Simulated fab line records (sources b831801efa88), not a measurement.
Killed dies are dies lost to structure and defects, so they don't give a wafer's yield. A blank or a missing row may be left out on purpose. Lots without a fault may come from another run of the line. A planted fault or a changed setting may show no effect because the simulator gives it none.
Problem report, 8D (eight disciplines) form, completed by code ; flow gf180mcu ; the parts of the form that need people (team, actions taken, sign-off) are left out

## 1. THE PROBLEM
Wafers without a fault read 532.5, standard deviation 0.52; wafer_temp_C_max at GF_SALICIDE_RTA_06 reads a mean of 404.5 on 6 wafers belonging to 2 lots. That is -99 or more standard deviations from the usual mean.
The step: time 30 s.
First seen on wafer L782.2, day 16 20:09, on rtp_anneal-01. The record holds 18 wafers of 6 lots with a number at this step. The rule behind "out" and "out of limits": a value lying over 4 standard deviations away from the usual mean. The rest of the wafers with a number are treated as sound.

## 2. WHAT IT IS, AND WHAT IT ISN'T
question;is;is not
which readings at this step;wafer_temp_C_max, lamp_power_pct;-
which lots;L782, L783;L777, L779, L790, L794
which wafers of those lots;all that have a number;-
read on which tools;rtp_anneal-01;rtp_anneal-02
when;from day 16 20:09;"up to then (6 sound wafers); but 6 sound wafers of L790, L794 came after"

## 3. THE SUSPECTS, EACH WITH WHAT RULES IT OUT
Counting: a tool at a process step up to the reading stays a suspect if it ran every lot that is out and no sound lot after the first of them.
- rie_diel-02 at GF_SAB_ETCH_11 (etches SiO2 in C4F8/O2/Ar, target depth 55 nm, time 8.5 s): kept. It ran every lot that is out, first L782 (day 16 19:23), and no sound lot after that.
- pvd_sputter-01 at GF_SALICIDE_SPUTTER_02 (material Co, target thk 10 nm, time 20 s): ruled out as a lasting fault. Sound lots L790, L794 ran on it after its first lot that is out, L782 (day 16 19:54).
- pvd_sputter-01 at GF_SALICIDE_SPUTTER_03 (material TiN, target thk 20 nm, time 16.7 s): ruled out as a lasting fault. Sound lots L790, L794 ran on it after its first lot that is out, L782 (day 16 19:55).
- rtp_anneal-01 at GF_SALICIDE_RTA_06 (time 30 s): ruled out as a lasting fault. Sound lots L794 ran on it after its first lot that is out, L782 (day 16 20:09).
The count leaves rie_diel-02 at GF_SAB_ETCH_11.

## 4. THE CAUSE (what the simulator had put in)
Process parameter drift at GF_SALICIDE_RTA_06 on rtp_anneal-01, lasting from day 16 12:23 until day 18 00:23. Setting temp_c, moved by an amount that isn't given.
Counting ruled it out, wrongly.

## 5. SEQUENCE OF EFFECTS, ordered by route
One row per reading whose mean, taken over the struck wafers that have a number, lies over 3 standard deviations from the usual. Scope: only readings with a usual standard deviation given in the record; hours: median across lots of the time from each lot's start at the first step in this table that gives one to its start at this step; sigmas: change in usual standard deviations.
hours;step;reading;usual;on struck wafers;change;sigmas
0;GF_SALICIDE_RTA_06;lamp_power_pct;5.65 %;3.08;-2.57;-12
0;GF_SALICIDE_RTA_06;wafer_temp_C_max;532.5;404.5;-128.0;-99 or more
Its process steps:
- GF_SALICIDE_RTA_06: time 30 s.

## 6. WHAT WOULD HAVE CAUGHT IT SOONER
The fault began at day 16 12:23; the first out-of-limits reading in this record came at day 16 20:09, 8 hours later.
